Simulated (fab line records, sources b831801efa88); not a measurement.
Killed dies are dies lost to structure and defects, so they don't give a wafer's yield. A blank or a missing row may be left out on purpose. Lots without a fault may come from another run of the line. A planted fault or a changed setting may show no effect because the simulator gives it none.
A struck lot beside a sound one | flow sky130 | 15 steps out of a route of 708
Sound: wafers L370.1, L370.4, L370.6. Struck: wafer L386.5. (L386.2, L386.4 of the same lot were not struck and are left out.) The cause comes at the end.
At each step with rows: each side's tool, then ch and its chambers, then its first start. Under that, the readings that differ: sound wafers | struck wafers | difference of the means | sigmas: that difference in standard deviations of wafers without a fault.
alike: readings whose means differ by less than 2 such deviations, and words and numbers that are the same on both sides. not compared: withheld readings, readings that some wafer has no value for, bounds like >300 that may hide the same value, and numbers for which the record gives no deviation and whose values overlap.
The two part at a step that has a row with sigmas, a row that says differs or no value, or rows on one side only. Numbers that don't overlap but have no deviation are shown without sigmas and don't part them. A reading that every wafer of one side lacks parts them only if that side has two wafers or more.

SKY_VIA4_OVL_MEAS_11:
  sound on overlay-01, day 43 07:56; struck on overlay-02, day 47 12:35
  alike: VIA4_OVL
SKY_VIA4_ETCH_12: etches SiO2 in C4F8/O2/Ar, stops on TiN, target depth 580 nm.
  sound on rie_diel-04 ch 1,2,3, day 43 07:59; struck on rie_diel-02 ch 3, day 47 12:37
  alike: bias_w, oes_product_au
then, 4 steps without rows for these wafers: SKY_VIA4_STRIP_13 (strips in O2/N2); SKY_VIA4_STRIP_14 (strips in post etch residue remover, time 1200 s); SKY_VIA4_CLEAN_15 (cleans in IPA, time 180 s); SKY_VIA4_CLEAN_16 (cleans in O3/DIW).
SKY_VIA4_SPUTTER_17: material TiN, target thk 20 nm, time 80 s.
  sound on pvd_sputter-03, day 43 08:39; struck on pvd_sputter-03, day 47 13:17
  alike: chamber_pressure_pa, throttle_valve_pct
SKY_VIA4_CVD_18: deposits W, target thk 505 nm, time 152.14 s.
  sound on cvd_w-01 ch 0,1, day 43 08:43; struck on cvd_w-02 ch 1, day 47 13:20
  alike: heater_power_w
SKY_VIA4_RS_MEAS_19: measures by four-point-probe.
  sound on film_metro-02, day 43 08:52; struck on film_metro-01, day 47 13:31
  reading            | sound                | struck | difference | sigmas
  VIA4_W_RS (ohm/sq) | 0.2276 0.2279 0.2307 | 0.2223 | -0.0064    | -3
SKY_VIA4_THK_MEAS_20: measures by xrf.
  sound on film_metro-02, day 43 08:59; struck on film_metro-01, day 47 13:38
  reading         | sound       | struck | difference | sigmas
  VIA4_W_THK (nm) | 507 502 494 | 517    | +16        | +2
SKY_VIA4_CMP_21: polishes, stops on SiO2, t overpolish 25 s, target thk 0 nm.
  sound on cmp-01 ch 0,1,2, day 43 09:06; struck on cmp-01 ch 2, day 47 13:47
  reading                | sound       | struck | difference | sigmas
  time_to_endpoint_s (s) | 117 118 118 | 126    | +8         | +2
  alike: motor_current_A, overpolish_run_s
SKY_METAL5_SPUTTER_00: material Ti, target thk 15 nm, time 10 s.
  sound on pvd_sputter-04, day 43 09:21; struck on pvd_sputter-01, day 47 13:59
  reading                | sound          | struck | difference | sigmas
  throttle_valve_pct (%) | 30.4 30.3 29.9 | 27.9   | -2.3       | -2
  alike: chamber_pressure_pa
SKY_METAL5_SPUTTER_01: material TiN, target thk 20 nm, time 16.7 s.
  sound on pvd_sputter-04, day 43 09:22; struck on pvd_sputter-01, day 47 14:00
  reading                  | sound                | struck | difference | sigmas
  chamber_pressure_pa (Pa) | 0.4003 0.4008 0.3990 | 0.4192 | +0.0192    | +24
  throttle_valve_pct (%)   | 30.6 30.4 30.1       | 27.0   | -3.4       | -4
then, 1 step without rows for these wafers: SKY_METAL5_SPUTTER_02 (material AlCu, target thk 1150 nm, time 61.2 s).
SKY_PAD_OPEN_PROBE_99:
  the record has rows for the sound wafers here (prober-02, day 46 06:59) and none for the struck ones

WHERE THEY PART
First at SKY_VIA4_RS_MEAS_19; last, within this record, at SKY_PAD_OPEN_PROBE_99.

WHY: what the simulator had put in
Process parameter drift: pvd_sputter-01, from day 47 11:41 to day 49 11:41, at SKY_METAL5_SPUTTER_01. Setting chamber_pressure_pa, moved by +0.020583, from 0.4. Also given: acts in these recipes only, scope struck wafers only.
